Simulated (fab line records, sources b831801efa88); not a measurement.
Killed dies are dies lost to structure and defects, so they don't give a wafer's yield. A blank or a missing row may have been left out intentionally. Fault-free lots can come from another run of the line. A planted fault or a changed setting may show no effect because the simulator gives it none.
Code-filled problem report in 8D (eight disciplines) form ; flow sky130 ; the parts of the form that need people (team, actions taken, sign-off) are left out

## 1. THE ISSUE
At SKY_VIA3_ETCH_15, oes product au averages 0.903 a.u. over 5 wafers from 3 lots, while fault-free wafers read 0.945 a.u., standard deviation 0.0046. Measured from the usual mean, that is -9.2 standard deviations.
The step: etches SiO2 in C4F8/O2/Ar, stops on TiN, target depth 507 nm, time 78 s.
The first sign was on wafer L294.1 at day 44 17:51, on rie diel-02. The record holds 34 wafers of 12 lots with a number at this step. Rule for "out" (also "out of limits"): further than 4 standard deviations from the usual mean. All remaining wafers that have a number are taken as sound.

## 2. WHAT IT IS; WHAT IT IS NOT
question;is;is not
which readings at this step;oes product au;-
which lots;L294, L295, L298;L276, L278, L279, L280, L281, L284, L285, L287, L289
which wafers of those lots;L294.1, L294.4, L295.1, L295.4, L298.1;L298.2, L298.5
read on which tools;rie diel-02, rie diel-03, rie diel-04;-
when;from day 44 17:51;"up to then (27 sound wafers); but 2 sound wafers of L298 came after"

## 3. SUSPECTS, AND WHAT RULES EACH OUT
Counting: a tool at a process step up to the reading stays a suspect if it ran every lot that is out. Sound lots after the first of them don't rule it out here, since some wafers of a struck lot are sound.
- cmp-01 at SKY_VIA3_CMP_02 (polishes SiO2): kept. Ran every lot that is out, first one L294 (day 43 19:22); last sound lot up to then L285 (day 41 06:30).
Left after counting: cmp-01 at SKY_VIA3_CMP_02.

## 4. THE CAUSE (what the simulator had put in)
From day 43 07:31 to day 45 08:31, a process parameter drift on cmp-01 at SKY_VIA3_CMP_02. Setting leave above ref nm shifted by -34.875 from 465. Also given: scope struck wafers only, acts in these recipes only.
Counting left only this tool.

## 5. SEQUENCE OF EFFECTS, ordered by route
Each row: a reading whose mean over the struck wafers that have a number lies more than 3 standard deviations from the usual. Scope: only readings with a usual standard deviation given in the record; hours: median across lots of the time from each lot's start at the first step in this table that gives one to its start at this step; sigmas: change in usual standard deviations.
hours;step;reading;usual;on struck wafers;change;sigmas
0;SKY_VIA3_ETCH_15;oes product au;0.945 a.u.;0.903;-0.042;-9.2
It contains these process steps:
- SKY_VIA3_ETCH_15: etches SiO2 in C4F8/O2/Ar, stops on TiN, target depth 507 nm, time 78 s.

## 6. WHAT WOULD HAVE CAUGHT IT SOONER
First out-of-limits reading in this record: day 44 17:51, which is 34 hours after fault onset at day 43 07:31.
Tool readings at SKY_VIA3_CMP_02 with a usual standard deviation given in the record: none out on any struck wafer, hence no alarm at a limit of 4 standard deviations on them.
Lots out: 3; all had begun SKY_VIA3_CMP_02 on cmp-01 by day 44 17:51. None of them would have been spared by holding the tool at that moment.
